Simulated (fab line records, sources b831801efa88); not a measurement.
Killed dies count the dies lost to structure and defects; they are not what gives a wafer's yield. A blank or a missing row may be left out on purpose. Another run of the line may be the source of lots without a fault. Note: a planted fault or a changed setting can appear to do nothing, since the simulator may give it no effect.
Chamber matching ; flow gf180mcu ; GF_PASSIVATION_CVD_00 on pecvd-02: 3 sister chambers
The step deposits SiO2 from TEOS, target thk 1000 nm, time 111.95 s. 3 wafers are shown with their chamber, then 12 later ones without.

## WAFERS PAIRED WITH THEIR CHAMBERS
wafer;chamber;heater_power_w (W)
L088.1;1;774
L088.2;2;527
L088.6;0;583

## WAFERS WITH NO CHAMBER GIVEN
wafer;heater_power_w (W)
L092.3;738
L092.5;509
L092.6;704
L094.1;643
L094.2;806
L094.5;508
L095.1;557
L095.2;725
L095.3;693
L095.4;740
L095.5;605
L095.6;567

## THE CHAMBER EACH PASSED THROUGH
wafer;from the rows above;in truth
L092.3;1;1
L092.5;can't be placed: 2 or 0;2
L092.6;can't be placed: 1 or 0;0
L094.1;can't be placed: 0 or 2 or 1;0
L094.2;1;1
L094.5;can't be placed: 2 or 0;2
L095.1;can't be placed: 0 or 2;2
L095.2;1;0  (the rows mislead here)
L095.3;can't be placed: 1 or 0 or 2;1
L095.4;1;1
L095.5;can't be placed: 0 or 2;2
L095.6;can't be placed: 0 or 2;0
Correct placement for 3 of the 12. Cannot be placed on the basis of these rows: 8; the candidates contain the true chamber in 8. 1 placed wrongly.
How it was worked out, from the rows above alone: a wafer's distance from a chamber is the root of the sum, over the readings, of the square of ((its reading less the chamber's mean) divided by the reading's scatter). The wafer belongs to the nearest chamber; if the next one is less than 2 further off, it can't be placed. Each chamber's mean is taken over the wafers shown for it. The scatter: root of mean squared gap, hidden wafer to nearest shown wafer, with one shown wafer a chamber.
